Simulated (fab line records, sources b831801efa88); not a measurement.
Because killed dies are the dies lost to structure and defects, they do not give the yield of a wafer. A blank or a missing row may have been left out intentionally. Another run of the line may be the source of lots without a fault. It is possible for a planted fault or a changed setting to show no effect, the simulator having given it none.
2 desks looking at one fault || flow gf180mcu || each desk holds nothing but its own numbers, with what lay behind them at the end

== METROLOGY DESK ==
Means of the sampled wafers that have a number, per lot and without regard to the tool the lot ran on: this is what the gauges read. The brackets show how far a lot's mean lies from the usual mean; more than 4 standard deviations puts the lot out of limits, marked OUT.
Columns: A = INCOMING_BOW at GF_STI_BOW_MEAS_00, usual -1 um; B = DUAL_GATE_OVL at GF_DUAL_GATE_OVL_MEAS_11, usual 0.2 nm; C = HV_LDD_CVD_54_THK at GF_HV_LDD_THK_MEAS_55, usual 10.00 nm
{"lot": "L769", "first seen here": "day 1 15:00", "A": -2, "B": 1.2, "C": 10.07}
{"lot": "L770", "first seen here": "day 1 20:01", "A": 2, "B": -0.2, "C": 9.95}
{"lot": "L771", "first seen here": "day 2 01:00", "A": 1, "B": 1.3, "C": 10.12}
{"lot": "L772", "first seen here": "day 2 06:01", "A": -0, "B": 0.3, "C": 9.89}
{"lot": "L777", "first seen here": "day 3 07:02", "A": 1, "B": -0.6, "C": "12.08 (+17) OUT"}
{"lot": "L778", "first seen here": "day 3 12:01", "A": 6, "B": 0.9, "C": "11.88 (+16) OUT"}
{"lot": "L780", "first seen here": "day 3 22:02", "A": -4, "B": 0.5, "C": 10.14}
{"lot": "L784", "first seen here": "day 4 18:00", "A": 1, "B": 2.1, "C": 9.94}
{"lot": "L785", "first seen here": "day 4 23:02", "A": 6, "B": 2.6, "C": 9.97}
{"lot": "L786", "first seen here": "day 5 04:01", "A": -1, "B": -1.3, "C": 9.95}
{"lot": "L789", "first seen here": "day 5 19:00", "A": -7, "B": -0.2, "C": 9.95}
{"lot": "L790", "first seen here": "day 6 00:00", "A": 0, "B": 0.7, "C": 9.86}
{"lot": "L791", "first seen here": "day 6 05:01", "A": -1, "B": -0.8, "C": 9.92}
Per this desk, out of limits: L777, L778; the first was L777, day 15 10:51 (HV_LDD_CVD_54_THK at GF_HV_LDD_THK_MEAS_55). In limits: L769, L770, L771, L772, L780, L784, L785, L786, L789, L790, L791.

== FOR THE TOOL OWNER'S DESK: lpcvd-02 ==
The tool's own readings at GF_HV_LDD_CVD_54 (deposits SiO2 from TEOS, target thk 10 nm, time 75 s): means of the sampled wafers that have a number, for each lot that ran on this tool. The brackets show how far a lot's mean lies from the usual mean; more than 4 standard deviations puts the lot out of limits, marked OUT.
Columns: A = spike_tc_centre_C at GF_HV_LDD_CVD_54, usual 680.9 C; B = spike_tc_lower_C at GF_HV_LDD_CVD_54, usual 679.7 C; C = spike_tc_top_C at GF_HV_LDD_CVD_54, usual 695.7 C; D = spike_tc_upper_C at GF_HV_LDD_CVD_54, usual 681.4 C; E = zone_power_centre_pct at GF_HV_LDD_CVD_54, usual 11.1 %
{"lot": "L772", "first seen here": "day 13 16:32", "A": 678.3, "B": 680.0, "C": 695.9, "D": 682.8, "E": 12.6}
{"lot": "L777", "first seen here": "day 15 09:49", "A": 686.8, "B": "687.1 (+5.3) OUT", "C": 704.5, "D": "690.6 (+7.7) OUT", "E": 13.0}
{"lot": "L778", "first seen here": "day 15 22:40", "A": 685.6, "B": "687.8 (+5.8) OUT", "C": 703.4, "D": "690.0 (+7.1) OUT", "E": 13.0}
{"lot": "L785", "first seen here": "day 18 01:58", "A": 681.1, "B": 681.0, "C": 698.4, "D": 680.6, "E": 10.0}
{"lot": "L786", "first seen here": "day 18 11:16", "A": 677.6, "B": 679.8, "C": 696.0, "D": 683.0, "E": 12.7}
{"lot": "L789", "first seen here": "day 19 07:07", "A": 681.1, "B": 680.6, "C": 698.5, "D": 680.9, "E": 10.0}
{"lot": "L791", "first seen here": "day 20 03:22", "A": 680.4, "B": 680.8, "C": 698.8, "D": 681.2, "E": 10.1}
This desk's finding: out of limits on L777, L778; first on L777, day 15 09:49 (spike_tc_lower_C at GF_HV_LDD_CVD_54). In limits: L772, L785, L786, L789, L791.

== TAKEN TOGETHER ==
An alarm could have come from the tool owner's desk at day 15 09:49, on L777, L778.
The metrology desk could have raised an alarm at day 15 10:51, on L777, L778.
On lpcvd-02, each named lot ran GF_HV_LDD_CVD_54.

== WHAT THE SIMULATOR HAD PUT IN ==
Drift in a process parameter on lpcvd-02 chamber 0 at GF_HV_LDD_CVD_54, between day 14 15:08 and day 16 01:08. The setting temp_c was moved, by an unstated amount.
Lots struck among those shown: L777, L778.
Fault start to first reading out of limits, in hours, per desk: tool owner, 19; metrology, 20.
